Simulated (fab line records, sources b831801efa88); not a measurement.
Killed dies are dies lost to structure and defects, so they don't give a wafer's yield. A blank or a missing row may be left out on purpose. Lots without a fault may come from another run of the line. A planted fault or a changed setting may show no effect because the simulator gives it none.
Which tool did it? | flow sky130 | 12 lots, 36 wafers sampled, at 2 steps of a route of 708

WHAT THE GAUGES READ, wafer by wafer
SKY_METAL1_CD_MEAS_15: target cd 140 nm.
lot  | measured     | on        | cd_nm (nm)
L075 | day 33 15:08 | cd_sem-02 | 139.1 139.2 139.9
L077 | day 33 23:51 | cd_sem-01 | 138.9 136.4 138.4
L079 | day 34 14:31 | cd_sem-02 | 141.7 141.2 141.0
L081 | day 35 12:01 | cd_sem-02 | 139.1 139.8 138.8
L083 | day 36 12:07 | cd_sem-01 | 140.3 139.5 138.6
L085 | day 36 20:59 | cd_sem-01 | 139.2 137.9 139.0
L087 | day 37 09:40 | cd_sem-01 | 142.3 142.1 141.2
L089 | day 37 20:08 | cd_sem-02 | 140.3 141.7 140.9
L091 | day 38 13:37 | cd_sem-02 | 139.5 140.6 141.1
L093 | day 39 04:42 | cd_sem-01 | 137.7 137.6 136.8
L095 | day 39 09:28 | cd_sem-01 | 141.9 142.2 141.3
L096 | day 40 11:29 | cd_sem-01 | 141.1 140.0 140.5

WHICH TOOL RAN EACH LOT (tool, then ch and the chambers of the sampled wafers, then the start)
lot  | SKY_CONTACT_STRIP_19
L075 | plasma_asher-02 ch 0,1, day 32 09:59
L077 | plasma_asher-01 ch 0,1, day 32 19:20
L079 | plasma_asher-04 ch 0, day 33 10:35
L081 | plasma_asher-02 ch 0,1, day 34 07:16
L083 | plasma_asher-02 ch 1, day 35 08:28
L085 | plasma_asher-02 ch 0,1, day 35 18:00
L087 | plasma_asher-02 ch 0,1, day 36 05:53
L089 | plasma_asher-02 ch 0,1, day 36 16:13
L091 | plasma_asher-02 ch 0,1, day 37 10:17
L093 | plasma_asher-02 ch 0,1, day 38 01:49
L095 | plasma_asher-04 ch 0,1, day 38 07:16
L096 | plasma_asher-04 ch 0,1, day 39 09:27
- SKY_CONTACT_STRIP_19: strips in O2/N2.

THE ANSWER, worked out from the rows above alone
Rule: what is usual is taken from the lots themselves. Put in order of their means at a reading, lots are off if they are a third of the lots or fewer, leave a main group of 4 or more, and stand apart from it by a gap of 3 or more times the standard deviation of the main group's means; of several such gaps the widest counts. A main group whose means are all the same, to the digits that the tables above print for the reading, isn't used. A lot without any number at a reading at which 4 lots or more have one is off too. The other lots that the step has rows for count as sound.
No lot is off at any reading shown: from this, nothing can be told.

WHAT THE SIMULATOR HAD PUT IN
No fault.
